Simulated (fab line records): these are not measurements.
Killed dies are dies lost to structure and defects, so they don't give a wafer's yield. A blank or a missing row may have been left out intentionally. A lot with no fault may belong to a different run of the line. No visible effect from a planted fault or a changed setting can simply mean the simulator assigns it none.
What tool caused it? | flow sky130 | route of 708 steps, sampled at 1 step: 7 lots, 21 wafers

## WHAT EACH GAUGE READ, for each wafer
SKY_SD_N_RS_MEAS_18: measures by four-point-probe.
lot  | measured     | on            | RES_XHIGH_RS (ohm/sq)
L919 | day 29 08:46 | film_metro-04 | 331.0 332.1 331.1
L921 | day 30 12:52 | film_metro-02 | 331.9 332.8 332.4
L926 | day 31 14:20 | film_metro-04 | 333.2 332.9 333.3
L929 | day 32 15:04 | film_metro-02 | 334.6 334.1 333.7
L931 | day 33 11:59 | film_metro-04 | 332.0 332.7 332.4
L935 | day 34 17:11 | film_metro-02 | 331.7 332.2 332.6
L938 | day 35 19:49 | film_metro-04 | 332.8 333.6 333.1

## TOOL THAT RAN EACH LOT (tool first, then ch and the chambers of the sampled wafers, then the start)
There is no process step in the record ahead of these readings.

## THE ANSWER, worked out from the rows above alone
Rule: the lots themselves supply what counts as usual. Put in order of their means at a reading, lots are off if they are a third of the lots or fewer, leave a main group of 4 or more, and stand apart from it by a gap of 3 or more times the standard deviation of the main group's means; of several such gaps the widest counts. If all means in a main group match to the digits the tables above print for the reading, that group is not used. Also off: a lot with no number at a reading for which 4 or more lots have one. The other lots that the step has rows for count as sound.
No lot is off on any of the readings shown, so nothing can be concluded from this.

## WHAT HAD BEEN PUT IN BY THE SIMULATOR
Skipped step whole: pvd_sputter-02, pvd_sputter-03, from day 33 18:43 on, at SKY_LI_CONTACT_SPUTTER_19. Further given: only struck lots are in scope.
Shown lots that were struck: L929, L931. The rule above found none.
